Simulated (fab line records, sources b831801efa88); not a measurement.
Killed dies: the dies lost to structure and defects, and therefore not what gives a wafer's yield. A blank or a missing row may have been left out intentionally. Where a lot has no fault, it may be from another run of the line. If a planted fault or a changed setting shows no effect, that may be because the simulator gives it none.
fab line records	flow gf180mcu
[record] lots = 12	wafers = 36	last_day = 34
route steps=602 shown STI@3 NWELL@49 MVSD@73
lots untouched by any fault: they come from a run of this same line in which no faults occurred
start_h: hours from the record's first day to the start of the lot's first wafer shown	wait_h: time in hours since the lot's previous step	" repeats the value in the row above	L1.1+2: a single row standing in for several wafers	- no value, or no start was given	* or withheld: withheld	< > ~ a bound
route shown NAME@n: names a module that has steps shown in the file, with the first one's number in the route	usual: average and standard deviation across the fault-free wafers	same: alike in all rows	chamber/n: place in a boat	sites: each site's reading	_std_site: standard deviation of those values	_edge_site: the outer-site mean with the inner-site mean subtracted	radius_mm: how far each site lies from the wafer's centre	mask NAME#n: copy n	behind: the tool/chamber that last shaped the wafer	hold: why the lot went on hold/how many hours it stayed there/how the hold came to an end	device: the transistor (n, p or np) that didn't switch	end of line: at the end of the route, the tests of the same wafers	a step without rows: its recipe alone	killed: not the wafer's yield, but the dies lost to structure and defects at the first sort	map: dies across one wafer; x = killed, . = not, _ = none there
set.NAME: the run value of the setting; set.NAME@STEP: its run value at that earlier step	model.NAME: the simulator's own value behind a step, which no gauge read
steps of the route over a sample of lots; a table a step, a row a wafer
services: a tool's chamber out of use, with start hour (start_h, from the record's first day; less than 0 if before it), hours out, and reason
[[steps]]
[step GF_STI_THK_MEAS_02]
[recipe] reads = SiO2_of_STI_OXIDATION_01
[usual] STI_OXIDATION_THK = 9.96/0.19
lot.wafer	tool	chamber	start_h	wait_h	STI_OXIDATION_THK[nm]
L901.1	film_metro-01	-	16.51	0.0	10.22
L901.3	"	-	"	"	10.17
L901.6	"	-	"	"	10.13
L902.3	film_metro-01	-	21.53	0.0	10.12
L902.5	"	-	"	"	9.84
L902.6	"	-	"	"	9.98
L903.1	film_metro-01	-	26.59	0.0	9.73
L903.2	"	-	"	"	10.06
L903.4	"	-	"	"	10.06
L907.1	film_metro-04	-	49.41	0.0	10.03
L907.2	"	-	"	"	10.01
L907.5	"	-	"	"	9.98
L908.2	film_metro-04	-	53.39	0.0	9.87
L908.3	"	-	"	"	10.03
L908.4	"	-	"	"	9.95
L909.1	film_metro-02	-	58.20	0.0	9.62
L909.4	"	-	"	"	9.85
L909.5	"	-	"	"	9.76
L910.1	film_metro-01	-	61.51	0.0	9.95
L910.4	"	-	"	"	9.85
L910.5	"	-	"	"	9.82
L912.1	film_metro-02	-	71.81	0.0	9.72
L912.4	"	-	"	"	9.61
L912.5	"	-	"	"	9.69
L918.1	film_metro-02	-	102.64	0.0	9.58
L918.2	"	-	"	"	9.80
L918.6	"	-	"	"	9.92
L920.1	film_metro-04	-	111.51	0.0	10.09
L920.4	"	-	"	"	10.06
L920.6	"	-	"	"	10.14
L921.1	film_metro-04	-	116.68	0.0	10.02
L921.4	"	-	"	"	9.92
L921.6	"	-	"	"	10.12
L922.1	film_metro-01	-	121.51	0.0	9.79
L922.4	"	-	"	"	9.67
L922.5	"	-	"	"	9.87
[step GF_STI_ETCH_13]
[recipe] chemistry = CHF3/O2	stop_on = Si	over_etch_frac = 0.3	target_depth_a = 2823.1	source_w = 600	bias_w = 200	pressure_mtorr = 40	chf3_flow_sccm = 50	O2_flow_sccm = 5	time_s = 112.9
[usual] chamber_pressure_mTorr = 39.99/0.037	drypump_motor_current_A = 5.6/0.53	oes_product_au = 0.831/0.0063	throttle_valve_pct = 8.809/0.0083
lot.wafer	tool	chamber	start_h	wait_h	chamber_pressure_mTorr	drypump_motor_current_A	oes_product_au	rf_hours_counter_h	throttle_valve_pct
L901.1	rie_diel-01	3	31.10	0.1	39.98	6.5	0.824	108	8.813
L901.3	"	0	"	"	40.01	6.2	0.832	176	8.798
L901.6	"	1	"	"	39.97	5.2	0.833	-	8.811
L902.3	rie_diel-01	3	35.44	0.1	39.99	6.5	0.827	108	8.804
L902.5	"	0	"	"	40.03	6.2	0.835	-	8.815
L902.6	"	3	"	"	39.98	6.5	0.831	-	8.812
L903.1	rie_diel-04	3	41.64	0.1	39.94	5.1	0.825	150	8.819
L903.2	"	1	"	"	40.05	5.5	0.825	78	8.812
L903.4	"	0	"	"	39.99	6.0	0.825	122	8.806
L907.1	rie_diel-01	3	64.09	0.1	39.95	6.5	0.831	109	8.809
L907.2	"	0	"	"	39.98	6.2	0.831	0	8.791
L907.5	"	3	"	"	39.95	6.5	0.830	-	8.800
L908.2	rie_diel-03	1	68.69	0.1	39.96	6.2	0.842	71	8.810
L908.3	"	2	"	"	39.97	5.1	0.835	119	8.817
L908.4	"	3	"	"	39.96	5.4	0.844	88	8.809
L909.1	rie_diel-03	3	72.89	0.1	39.95	5.3	0.837	88	8.803
L909.4	"	1	"	"	39.94	6.3	0.831	71	8.810
L909.5	"	0	"	"	39.95	4.9	0.825	-	8.815
L910.1	rie_diel-03	0	76.60	0.1	39.99	4.9	0.824	26	8.818
L910.4	"	3	"	"	39.97	5.3	0.821	88	8.804
L910.5	"	1	"	"	39.99	6.3	0.820	-	8.804
L912.1	rie_diel-03	1	88.44	0.1	39.99	6.3	0.829	71	8.799
L912.4	"	3	"	"	39.96	5.3	0.840	89	8.802
L912.5	"	3	"	"	40.02	5.3	0.839	-	8.827
L918.1	rie_diel-01	2	119.74	0.1	39.98	6.0	0.834	18	8.810
L918.2	"	3	"	"	39.95	6.5	0.836	111	8.805
L918.6	"	1	"	"	39.98	5.2	0.834	-	8.802
L920.1	rie_diel-03	1	128.80	0.1	39.98	6.3	0.778	73	8.788
L920.4	"	3	"	"	40.02	5.4	0.780	-	8.770
L920.6	"	1	"	"	39.98	6.3	0.777	-	8.792
L921.1	rie_diel-03	0	133.55	0.1	39.99	5.0	0.773	27	8.803
L921.4	"	1	"	"	39.98	6.3	0.767	-	8.804
L921.6	"	3	"	"	40.08	5.3	0.786	-	8.790
L922.1	rie_diel-04	3	138.44	0.1	40.04	5.1	0.833	152	8.816
L922.4	"	1	"	"	40.03	5.4	0.837	81	8.813
L922.5	"	0	"	"	39.99	6.0	0.834	-	8.805
[step GF_STI_STRIP_15]
[recipe] chemistry = O2/N2	power_w = 1400	pressure_mtorr = 1500	platen_temp_c = 250	o2_flow_sccm = 3000	n2_flow_sccm = 300	overash_fraction = 0.5
[usual] chamber_pressure_mTorr = 1499.9/1.4	drypump_motor_current_A = 5.87/0.29	heater_power_w = 335/24	oes_product_au = 0.383/0.0047	strip_time_to_endpoint_s = 3.72/0.046
lot.wafer	tool	chamber	start_h	wait_h	chamber_pressure_mTorr	drypump_motor_current_A	heater_power_w	oes_product_au	rf_hours_counter_h	strip_time_to_endpoint_s
L901.1	plasma_asher-03	0	31.26	0.0	1500.5	6.13	321	0.379	37	3.66
L901.3	"	0	"	"	1500.3	6.13	319	0.381	-	3.68
L901.6	"	0	"	"	1499.4	6.16	315	0.384	-	3.68
L902.3	plasma_asher-03	0	35.63	0.1	1496.2	6.16	324	0.379	-	3.62
L902.5	"	0	"	"	1499.6	6.17	324	0.386	-	3.71
L902.6	"	1	"	"	1500.1	5.54	361	0.377	-	3.69
L903.1	plasma_asher-03	1	41.79	0.0	1501.2	5.52	365	0.382	38	3.78
L903.2	"	0	"	"	1503.4	6.09	328	0.388	38	3.73
L903.4	"	1	"	"	1502.2	5.51	369	0.384	-	3.72
L907.1	plasma_asher-01	1	64.24	0.0	1499.6	6.07	311	0.381	26	3.70
L907.2	"	0	"	"	1500.6	5.57	356	0.384	26	3.80
L907.5	"	0	"	"	1500.1	5.58	352	0.381	-	3.65
L908.2	plasma_asher-03	0	68.84	0.0	1499.3	6.10	332	0.377	41	3.65
L908.3	"	0	"	"	1500.1	6.11	318	0.386	-	3.68
L908.4	"	1	"	"	1501.1	5.54	357	0.381	-	3.75
L909.1	plasma_asher-03	0	73.04	0.0	1499.4	6.09	331	0.387	41	3.74
L909.4	"	0	"	"	1499.4	6.07	324	0.380	-	3.69
L909.5	"	1	"	"	1502.7	5.54	364	0.389	-	3.78
L910.1	plasma_asher-01	1	76.76	0.0	1499.7	6.10	308	0.382	27	3.72
L910.4	"	0	"	"	1501.4	5.56	352	0.382	-	3.77
L910.5	"	1	"	"	1496.8	6.08	305	0.384	-	3.72
L912.1	plasma_asher-01	0	88.59	0.0	1499.7	5.56	352	0.382	28	3.75
L912.4	"	1	"	"	1500.6	6.10	308	0.378	-	3.72
L912.5	"	1	"	"	1500.9	6.10	312	0.378	-	3.76
L918.1	plasma_asher-03	1	119.89	0.0	1498.8	5.54	362	0.392	46	3.85
L918.2	"	0	"	"	1500.9	6.10	312	0.379	46	3.69
L918.6	"	0	"	"	1499.3	6.06	322	0.378	-	3.74
L920.1	plasma_asher-02	0	128.96	0.0	1501.2	5.84	302	0.369	1	3.28
L920.4	"	0	"	"	1497.9	5.86	304	0.371	-	3.35
L920.6	"	0	"	"	1498.7	5.86	304	0.362	-	3.29
L921.1	plasma_asher-01	0	133.71	0.0	1499.4	5.57	353	0.371	33	3.43
L921.4	"	1	"	"	1499.6	6.07	313	0.378	-	3.35
L921.6	"	0	"	"	1499.9	5.55	346	0.373	-	3.45
L922.1	plasma_asher-01	1	138.59	0.0	1500.2	6.07	310	0.383	34	3.76
L922.4	"	0	"	"	1500.0	5.56	348	0.381	-	3.75
L922.5	"	1	"	"	1503.1	6.07	308	0.378	-	3.68
[step GF_NWELL_OVL_MEAS_07]
[usual] NWELL_OVL = -1.0/1.5
lot.wafer	tool	chamber	start_h	wait_h	NWELL_OVL[nm]
L901.1	overlay-02	-	60.39	-	-2.5
L901.3	"	-	"	"	0.0
L901.6	"	-	"	"	0.5
L902.3	overlay-01	-	67.90	-	0.2
L902.5	"	-	"	"	0.7
L902.6	"	-	"	"	-0.5
L903.1	overlay-02	-	74.63	-	-0.6
L903.2	"	-	"	"	0.3
L903.4	"	-	"	"	0.2
L907.1	overlay-01	-	98.10	-	-3.1
L907.2	"	-	"	"	-2.2
L907.5	"	-	"	"	-2.4
L908.2	overlay-01	-	100.64	-	-3.5
L908.3	"	-	"	"	-1.5
L908.4	"	-	"	"	-4.0
L909.1	overlay-02	-	105.03	-	-1.4
L909.4	"	-	"	"	-1.4
L909.5	"	-	"	"	-3.1
L910.1	overlay-01	-	108.55	-	-1.6
L910.4	"	-	"	"	0.7
L910.5	"	-	"	"	0.0
L912.1	overlay-02	-	123.65	-	0.4
L912.4	"	-	"	"	-1.0
L912.5	"	-	"	"	0.0
L918.1	overlay-01	-	155.35	-	-0.8
L918.2	"	-	"	"	0.4
L918.6	"	-	"	"	-0.3
L920.1	overlay-02	-	164.85	-	-3.5
L920.4	"	-	"	"	-3.4
L920.6	"	-	"	"	-2.6
L921.1	overlay-02	-	170.38	-	-1.4
L921.4	"	-	"	"	-2.7
L921.6	"	-	"	"	-2.1
L922.1	overlay-02	-	174.65	-	2.5
L922.4	"	-	"	"	1.1
L922.5	"	-	"	"	2.2
[step GF_MVSD_OVL_MEAS_07]
[usual] MVSD_OVL = -0.7/1.4
lot.wafer	tool	chamber	start_h	wait_h	MVSD_OVL[nm]
L901.1	overlay-01	-	87.28	-	-3.2
L901.3	"	-	"	"	-2.1
L901.6	"	-	"	"	-2.5
L902.3	overlay-01	-	95.23	-	-0.2
L902.5	"	-	"	"	0.3
L902.6	"	-	"	"	-0.9
L903.1	overlay-01	-	102.68	-	-1.3
L903.2	"	-	"	"	0.1
L903.4	"	-	"	"	0.2
L907.1	overlay-01	-	128.33	-	-0.4
L907.2	"	-	"	"	-0.9
L907.5	"	-	"	"	-1.5
L908.2	overlay-01	-	129.64	-	-2.2
L908.3	"	-	"	"	-0.8
L908.4	"	-	"	"	-1.8
L909.1	overlay-01	-	134.97	-	0.7
L909.4	"	-	"	"	1.0
L909.5	"	-	"	"	1.3
L910.1	overlay-01	-	138.83	-	-0.3
L910.4	"	-	"	"	-1.6
L910.5	"	-	"	"	0.6
L912.1	overlay-01	-	155.82	-	-2.0
L912.4	"	-	"	"	-1.6
L912.5	"	-	"	"	-0.9
L918.1	overlay-02	-	188.27	-	0.6
L918.2	"	-	"	"	-0.3
L918.6	"	-	"	"	1.1
L920.1	overlay-02	-	199.59	-	-0.1
L920.4	"	-	"	"	0.4
L920.6	"	-	"	"	1.1
L921.1	overlay-01	-	205.37	-	-1.2
L921.4	"	-	"	"	-0.7
L921.6	"	-	"	"	-1.9
L922.1	overlay-01	-	209.13	-	-0.5
L922.4	"	-	"	"	-0.2
L922.5	"	-	"	"	0.9
[[services]]
tool	chamber	start_h	hours	kind
rie_diel-04	0	11.92	3.0	repair
rie_diel-03	0	27.30	1.2	repair
plasma_asher-02	-	29.50	2.8	pm
rie_diel-01	0	39.18	-	clean
rie_diel-01	0	39.18	23.9	scheduled_down
rie_diel-01	0	39.18	23.9	vent_cycle
rie_diel-03	-	41.31	14.6	pm
rie_diel-01	-	44.46	0.3	repair
plasma_asher-03	-	56.45	0.9	repair
plasma_asher-02	-	69.69	3.1	repair
plasma_asher-02	-	84.47	0.5	repair
rie_diel-01	3	87.63	3.1	repair
plasma_asher-03	-	88.39	2.8	pm
rie_diel-03	2	94.38	39.3	repair
rie_diel-01	2	102.09	4.9	repair
plasma_asher-01	-	103.53	2.9	repair
rie_diel-03	0	106.75	2.5	repair
plasma_asher-02	-	108.75	9.0	pm
plasma_asher-02	0	108.75	9.0	vent_cycle
plasma_asher-02	1	108.75	9.0	vent_cycle
plasma_asher-02	0	117.75	-	clean
plasma_asher-02	1	117.75	-	clean
plasma_asher-03	-	128.55	10.4	repair
[[key]]
[first_sign] step = GF_STI_ETCH_13	reading = oes_product_au	direction = down	sigmas = 8.7	usual = 0.831	struck = 0.777
[effect] step = GF_STI_ETCH_13	reading = throttle_valve_pct	direction = down	sigmas = 2.1	usual = 8.809	struck = 8.791
[effect] step = GF_STI_STRIP_15	reading = strip_time_to_endpoint_s	direction = down	sigmas = 7.9	usual = *	struck = *
met_at GF_STI_ETCH_13
struck_lots L920,L921
tester_left_out L920,L921
not_acting_at GF_STI_THK_MEAS_02,GF_NWELL_OVL_MEAS_07,GF_MVSD_OVL_MEAS_07
onset_between 88.44 128.80
[fault] kind = process_parameter_drift	tool = rie_diel-03	chamber = -	onset_h = 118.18	steps = GF_STI_ETCH_13	channel = target_depth_a	offset = *	shape = step	end_h = 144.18	acts_in = *	stated = *
// tester_left_out: of these lots the tester's yield and bins aren't shown, on N5 and GAA mostly nor the transistor test; their killed dies are dies lost to structure and defects alone, not to doping, threshold or leakage, so they don't give the yield
